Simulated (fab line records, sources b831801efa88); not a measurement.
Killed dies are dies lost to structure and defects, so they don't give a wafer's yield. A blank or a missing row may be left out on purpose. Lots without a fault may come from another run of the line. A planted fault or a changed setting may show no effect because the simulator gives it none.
Chamber matching | flow sky130 | SKY_FIELD_ISO_ETCH_14 on rie_diel-02: 4 sister chambers
The step etches BARC in N2/H2, stops on SiO2, time 45.9 s, target depth 60 nm. 8 wafers are shown with their chamber, then 8 later ones without.

WAFERS WITH THEIR CHAMBER
wafer  | chamber | drypump_motor_current_A (A) | oes_product_au (a.u.)
L075.1 | 2       | 5.5                         | 0.857
L075.5 | 0       | 5.4                         | 0.859
L078.5 | 2       | 5.6                         | 0.856
L081.5 | 3       | 5.2                         | 0.855
L083.4 | 3       | 5.2                         | 0.853
L083.5 | 1       | 6.0                         | 0.860
L083.6 | 0       | 5.4                         | 0.858
L087.1 | 1       | 5.9                         | 0.861

WAFERS WITHOUT THEIR CHAMBER
wafer  | drypump_motor_current_A (A) | oes_product_au (a.u.)
L087.4 | 5.3                         | 0.852
L087.6 | 5.4                         | 0.857
L088.2 | 5.5                         | 0.857
L088.3 | 5.2                         | 0.859
L088.6 | 5.9                         | 0.852
L094.2 | 5.4                         | 0.851
L094.4 | 5.2                         | 0.858
L094.5 | 5.2                         | 0.861

WHICH CHAMBER EACH WENT THROUGH
wafer  | from the rows above     | in truth
L087.4 | 3                       | 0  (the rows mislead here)
L087.6 | can't be placed: 0 or 2 | 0
L088.2 | can't be placed: 2 or 0 | 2
L088.3 | can't be placed: 0 or 3 | 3
L088.6 | can't be placed: 2 or 1 | 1
L094.2 | can't be placed: 3 or 2 | 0
L094.4 | can't be placed: 0 or 3 | 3
L094.5 | 0                       | 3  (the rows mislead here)
Placed correctly: 0 of 8. Can't be placed from these rows: 6 (the true chamber is among the candidates in 5). Placed wrongly: 2.
How it was worked out, from the rows above alone: a wafer's distance from a chamber is the root of the sum, over the readings, of the square of ((its reading less the chamber's mean) divided by the reading's scatter). The wafer belongs to the nearest chamber; if the next one is less than 2 further off, it can't be placed. A chamber's mean is the mean of its shown wafers. The scatter: the root of (the sum of the squares of (reading less its chamber's mean) over the shown wafers, divided by (wafers less chambers)).
